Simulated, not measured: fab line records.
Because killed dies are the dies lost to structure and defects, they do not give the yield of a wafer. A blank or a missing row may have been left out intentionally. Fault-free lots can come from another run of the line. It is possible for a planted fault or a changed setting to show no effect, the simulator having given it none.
Which of the tools did it? || flow gf180mcu || 13 lots with 39 wafers sampled at 2 steps, on a route of 602 steps

WHAT EACH GAUGE READ, for each wafer
GF_HV_LDD_TW_MEAS_50. Usual: HV_LDD_4_TW gives 579 (standard deviation 3.6).
{"lot": "L216", "measured": "day 12 19:18", "on": "film metro-01", "HV_LDD_4_TW": "584 588 584", "flag": ""}
{"lot": "L217", "measured": "day 13 00:21", "on": "film metro-02", "HV_LDD_4_TW": "576 577 578", "flag": ""}
{"lot": "L221", "measured": "day 14 10:51", "on": "film metro-02", "HV_LDD_4_TW": "579 578 582", "flag": ""}
{"lot": "L220", "measured": "day 14 11:11", "on": "film metro-01", "HV_LDD_4_TW": "582 585 584", "flag": ""}
{"lot": "L222", "measured": "day 14 15:56", "on": "film metro-02", "HV_LDD_4_TW": "581 578 577", "flag": ""}
{"lot": "L223", "measured": "day 15 03:16", "on": "film metro-03", "HV_LDD_4_TW": "580 580 587", "flag": ""}
{"lot": "L224", "measured": "day 15 12:09", "on": "film metro-01", "HV_LDD_4_TW": "580 581 581", "flag": ""}
{"lot": "L226", "measured": "day 16 07:38", "on": "film metro-01", "HV_LDD_4_TW": "583 583 580", "flag": ""}
{"lot": "L229", "measured": "day 17 02:22", "on": "film metro-01", "HV_LDD_4_TW": "574 574 572", "flag": ""}
{"lot": "L231", "measured": "day 17 22:51", "on": "film metro-02", "HV_LDD_4_TW": "581 581 577", "flag": ""}
{"lot": "L232", "measured": "day 18 03:04", "on": "film metro-03", "HV_LDD_4_TW": "572 576 578", "flag": ""}
{"lot": "L233", "measured": "day 18 14:53", "on": "film metro-01", "HV_LDD_4_TW": "585 587 584", "flag": ""}
{"lot": "L234", "measured": "day 18 19:57", "on": "film metro-03", "HV_LDD_4_TW": "575 574 567", "flag": ""}

WHICH TOOL RAN EACH LOT (tool, then ch and the chambers of the sampled wafers, then the start)
{"lot": "L216", "GF_HV_LDD_IMPLANT_48": "implanter-02 ch 0, day 12 19:04"}
{"lot": "L217", "GF_HV_LDD_IMPLANT_48": "implanter-02 ch 0, day 13 00:06"}
{"lot": "L221", "GF_HV_LDD_IMPLANT_48": "implanter-02 ch 0, day 14 10:36"}
{"lot": "L220", "GF_HV_LDD_IMPLANT_48": "implanter-01 ch 0, day 14 10:58"}
{"lot": "L222", "GF_HV_LDD_IMPLANT_48": "implanter-02 ch 0, day 14 15:43"}
{"lot": "L223", "GF_HV_LDD_IMPLANT_48": "implanter-02 ch 0, day 15 03:01"}
{"lot": "L224", "GF_HV_LDD_IMPLANT_48": "implanter-01 ch 0, day 15 11:55"}
{"lot": "L226", "GF_HV_LDD_IMPLANT_48": "implanter-02 ch 0, day 16 07:23"}
{"lot": "L229", "GF_HV_LDD_IMPLANT_48": "implanter-02 ch 0, day 17 02:07"}
{"lot": "L231", "GF_HV_LDD_IMPLANT_48": "implanter-01 ch 0, day 17 22:37"}
{"lot": "L232", "GF_HV_LDD_IMPLANT_48": "implanter-01 ch 0, day 18 02:50"}
{"lot": "L233", "GF_HV_LDD_IMPLANT_48": "implanter-01 ch 0, day 18 14:38"}
{"lot": "L234", "GF_HV_LDD_IMPLANT_48": "implanter-02 ch 0, day 18 19:42"}
- GF_HV_LDD_IMPLANT_48

WHAT THE TOOLS THEMSELVES READ (means of the sampled wafers that have a number; where no wafer has one, the mark that the record gives instead)
GF_HV_LDD_IMPLANT_48. Usual: dose ions cm2 2.9994e+13, standard deviation 2.9e+10; end station pressure torr 5.14e-06 Torr, standard deviation 2.7e-07.
{"lot": "L216", "tool": "implanter-02", "dose ions cm2": 3.0012e+13, "end station pressure torr (Torr)": 5.10e-06, "flag": ""}
{"lot": "L217", "tool": "implanter-02", "dose ions cm2": 2.9992e+13, "end station pressure torr (Torr)": 5.11e-06, "flag": ""}
{"lot": "L221", "tool": "implanter-02", "dose ions cm2": 2.9979e+13, "end station pressure torr (Torr)": 5.09e-06, "flag": ""}
{"lot": "L220", "tool": "implanter-01", "dose ions cm2": 2.9976e+13, "end station pressure torr (Torr)": 5.20e-06, "flag": ""}
{"lot": "L222", "tool": "implanter-02", "dose ions cm2": 2.9977e+13, "end station pressure torr (Torr)": 5.15e-06, "flag": ""}
{"lot": "L223", "tool": "implanter-02", "dose ions cm2": 2.9995e+13, "end station pressure torr (Torr)": 5.21e-06, "flag": ""}
{"lot": "L224", "tool": "implanter-01", "dose ions cm2": 3.0026e+13, "end station pressure torr (Torr)": 5.01e-06, "flag": ""}
{"lot": "L226", "tool": "implanter-02", "dose ions cm2": 3.0014e+13, "end station pressure torr (Torr)": 5.14e-06, "flag": ""}
{"lot": "L229", "tool": "implanter-02", "dose ions cm2": 3.0009e+13, "end station pressure torr (Torr)": 5.08e-06, "flag": ""}
{"lot": "L231", "tool": "implanter-01", "dose ions cm2": 2.9998e+13, "end station pressure torr (Torr)": 5.42e-06, "flag": ""}
{"lot": "L232", "tool": "implanter-01", "dose ions cm2": 3.0037e+13, "end station pressure torr (Torr)": 5.21e-06, "flag": ""}
{"lot": "L233", "tool": "implanter-01", "dose ions cm2": 3.0008e+13, "end station pressure torr (Torr)": 5.13e-06, "flag": ""}
{"lot": "L234", "tool": "implanter-02", "dose ions cm2": 2.9997e+13, "end station pressure torr (Torr)": 5.03e-06, "flag": ""}

THE ANSWER, worked out from the rows above alone
Rule: a lot is off if the mean of its wafers that have a number lies more than 3 standard deviations from the usual mean. A lot without any number at a reading at which 4 lots or more have one is off too. Where the step has rows for the other lots, those lots are counted as sound. First the gauges in route order, then the tools' own readings, where a lot's mean is used as printed above. The first step at which some lot is off is used, and at that step the reading that is off furthest; a lot without a number counts as furthest.
Nothing can be told from this: no lot is off at any reading shown.

WHAT THE SIMULATOR PUT IN
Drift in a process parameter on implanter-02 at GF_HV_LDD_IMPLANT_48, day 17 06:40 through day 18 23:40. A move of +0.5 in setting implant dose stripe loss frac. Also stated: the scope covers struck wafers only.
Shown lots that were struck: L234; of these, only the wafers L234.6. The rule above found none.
